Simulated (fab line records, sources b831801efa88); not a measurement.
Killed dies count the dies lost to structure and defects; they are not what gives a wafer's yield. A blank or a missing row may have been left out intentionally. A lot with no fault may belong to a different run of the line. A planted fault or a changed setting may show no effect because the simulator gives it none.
Struck lot and sound lot, side by side + flow sky130 + 15 out of 708 route steps
Sound: these wafers, L720.3, L720.5, L720.6. Struck: wafers L715.4, L715.5, L715.6. Last of all comes the cause.
Each step with rows lists, per side, the tool, then ch with its chambers, then its first start. Under that, the readings that differ: sound wafers + struck wafers + difference of the means + sigmas: that difference in standard deviations of wafers without a fault.
alike: same words and numbers on both sides, and readings whose means sit less than 2 such deviations apart. not compared: any withheld reading, any reading some wafer has no value for, any bound like >300 that may hide the same value, and any number with overlapping values for which the record gives no deviation.
Wherever a step has rows on one side only, a row that says differs or no value, or a row with sigmas, the two part there. When numbers do not overlap yet have no deviation, they are printed without sigmas and do not part them. A reading missing from all wafers of one side parts the sides only when that side holds two or more wafers.

first, 8 steps without rows for these wafers: SKY_LOCAL_INTERCONNECT_DEHYDRATE_03 (time 60 s); SKY_LOCAL_INTERCONNECT_HMDS_04 (prime time 60 s); SKY_LOCAL_INTERCONNECT_COAT_05 (resist thk 60 nm); SKY_LOCAL_INTERCONNECT_COAT_06 (resist thk 450 nm); SKY_LOCAL_INTERCONNECT_SOFTBAKE_07 (time 90 s); SKY_LOCAL_INTERCONNECT_EXPOSE_08 (exposes mask LI1M, target cd 170 nm); SKY_LOCAL_INTERCONNECT_PEB_09; SKY_LOCAL_INTERCONNECT_DEVELOP_10 (develop time 60 s).
SKY_LOCAL_INTERCONNECT_CD_MEAS_11: target cd 170 nm.
  sound on cd_sem-01, day 35 22:02; struck on cd_sem-02, day 34 05:11
  alike: cd_nm
SKY_LOCAL_INTERCONNECT_OVL_MEAS_12:
  sound on overlay-01, day 35 22:07; struck on overlay-02, day 34 05:16
  alike: LOCAL_INTERCONNECT_OVL
SKY_LOCAL_INTERCONNECT_ETCH_13: etches BARC in N2/H2, stops on SiO2, time 45.9 s, target depth 60 nm.
  sound on rie_metal-03 ch 0,1, day 35 22:10; struck on rie_metal-02 ch 0,1, day 34 05:18
  alike: drypump_motor_current_A, oes_product_au, throttle_valve_pct
  not compared: rf_hours_counter_h
SKY_LOCAL_INTERCONNECT_METAL_ETCH_14: etches TiN in Cl2/BCl3, stops on PSG, target depth 110 nm, time 31.4 s.
  sound on rie_metal-03 ch 0,1, day 35 22:13; struck on rie_metal-02 ch 0,1, day 34 05:22
  alike: drypump_motor_current_A, oes_product_au, throttle_valve_pct
  not compared: rf_hours_counter_h
SKY_LOCAL_INTERCONNECT_STRIP_15: strips in O2/N2.
  sound on plasma_asher-04 ch 0,1, day 35 22:17; struck on plasma_asher-02 ch 0,1, day 34 05:26
| reading                        | sound                | struck               | difference | sigmas      |
|--------------------------------|----------------------|----------------------|------------|-------------|
| chamber_pressure_mTorr (mTorr) | 1500.6 1500.2 1500.2 | 1197.6 1197.7 1198.0 | -302.6     | -99 or more |
| strip_time_to_endpoint_s (s)   | 4.686 4.720 4.687    | 5.066 5.066 5.065    | +0.368     | +19         |
  alike: drypump_motor_current_A, oes_product_au
  not compared: rf_hours_counter_h
then, 1 step without rows for these wafers: SKY_LOCAL_INTERCONNECT_STRIP_16 (strips in post etch residue remover, time 1200 s).
-- a jump in the record: the struck wafers' starts before and after are 14 days apart (it breaks off in module LOCAL_INTERCONNECT and resumes in module PAD_OPEN, where the first step shown is number 708 of the route) --
SKY_PAD_OPEN_PROBE_99:
  sound on prober-02, day 49 19:44; struck on prober-01, day 48 12:52
  alike: killed_at_M0_to_M3, killed_at_M4_up, killed_at_contacts, killed_at_front_end, killed_at_other, killed_dies, killed_open, killed_short

WHERE THEY PART
Only at SKY_LOCAL_INTERCONNECT_STRIP_15, within this record. Later steps at which nothing parts them and some readings are alike: SKY_PAD_OPEN_PROBE_99.

WHY: what the simulator had put in
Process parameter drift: plasma_asher-02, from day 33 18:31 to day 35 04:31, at SKY_LOCAL_INTERCONNECT_STRIP_15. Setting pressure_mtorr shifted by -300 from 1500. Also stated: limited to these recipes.
